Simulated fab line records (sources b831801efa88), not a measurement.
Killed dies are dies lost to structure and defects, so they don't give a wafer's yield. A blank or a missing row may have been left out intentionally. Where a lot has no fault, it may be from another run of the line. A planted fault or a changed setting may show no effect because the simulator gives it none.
Problem report in the 8D (eight disciplines) form, filled by code | flow gf180mcu | the parts of the form that need people (team, actions taken, sign-off) are left out

== 1. THE ISSUE ==
Wafers without a fault read 6500.1 W, standard deviation 1.2; cathode_dc_power_W at GF_M2_SPUTTER_04 reads a mean of 7676.9 W on 6 wafers belonging to 2 lots. So: +99 or more standard deviations from the usual mean.
The step: material TiN, target thk 50 nm, time 41.7 s.
The first sign was on wafer L410.2 at day 22 02:40, on pvd_sputter-03. The record has a number at this step for 36 wafers belonging to 12 lots. Rule for "out", or "out of limits": more than 4 standard deviations from the usual mean. The other wafers with a number count as sound.

== 2. WHAT THIS IS AND IS NOT ==
question                    | is                     | is not
which readings at this step | cathode_dc_power_W     | chamber_pressure_pa, throttle_valve_pct
which lots                  | L410, L411             | L400, L402, L405, L408, L418, L419, L420, L421, L422, L423
which wafers of those lots  | all that have a number | -
read on which tools         | pvd_sputter-03         | pvd_sputter-01
when                        | from day 22 02:40      | up to then (12 sound wafers); but 18 sound wafers of L418, L419, L420, L421, L422, L423 came after

== 3. WHAT RULES OUT EACH SUSPECT ==
Counting: a tool stays on the suspect list if, at a process step up to the reading, it processed all lots that are out and no sound lot following the first of them.
- pvd_sputter-03 at GF_M2_SPUTTER_03 (material Ti, target thk 10 nm, time 6.7 s): ruled out as a lasting fault. Following L410 (day 22 02:39), the first lot on it that is out, the sound lots L420, L423 were run on it.
- pvd_sputter-03 at GF_M2_SPUTTER_04 (material TiN, target thk 50 nm, time 41.7 s): ruled out as a lasting fault. Following L410 (day 22 02:40), the first lot on it that is out, the sound lots L420, L423 were run on it.
Left after counting: nothing in the record.

== 4. THE CAUSE (what the simulator had put in) ==
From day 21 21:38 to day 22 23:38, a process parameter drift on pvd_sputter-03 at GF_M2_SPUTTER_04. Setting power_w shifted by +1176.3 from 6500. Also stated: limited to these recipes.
Counting ruled it out, wrongly.

== 5. SEQUENCE OF EFFECTS, ordered by route ==
One row per reading whose mean, taken over the struck wafers that have a number, lies over 3 standard deviations from the usual. Readings are gone through only where the record gives a usual standard deviation; hours: the median, over the lots, of the time from a lot's start at the first step in this table giving one to that lot's start at this step; sigmas: the change measured in usual standard deviations.
hours | step             | reading            | usual    | on struck wafers | change  | sigmas
0     | GF_M2_SPUTTER_04 | cathode_dc_power_W | 6500.1 W | 7676.9           | +1176.8 | +99 or more
Its process steps:
- GF_M2_SPUTTER_04: material TiN, target thk 50 nm, time 41.7 s.
Later measuring or inspecting steps at which every struck wafer that the step has a row for has a number for every such reading, and none has moved that far: GF_M2_RS_MEAS_05.

== 6. WHAT WOULD HAVE CAUGHT IT SOONER ==
In this record the first reading out of limits was taken at day 22 02:40, 5 hours after the fault began at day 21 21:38.
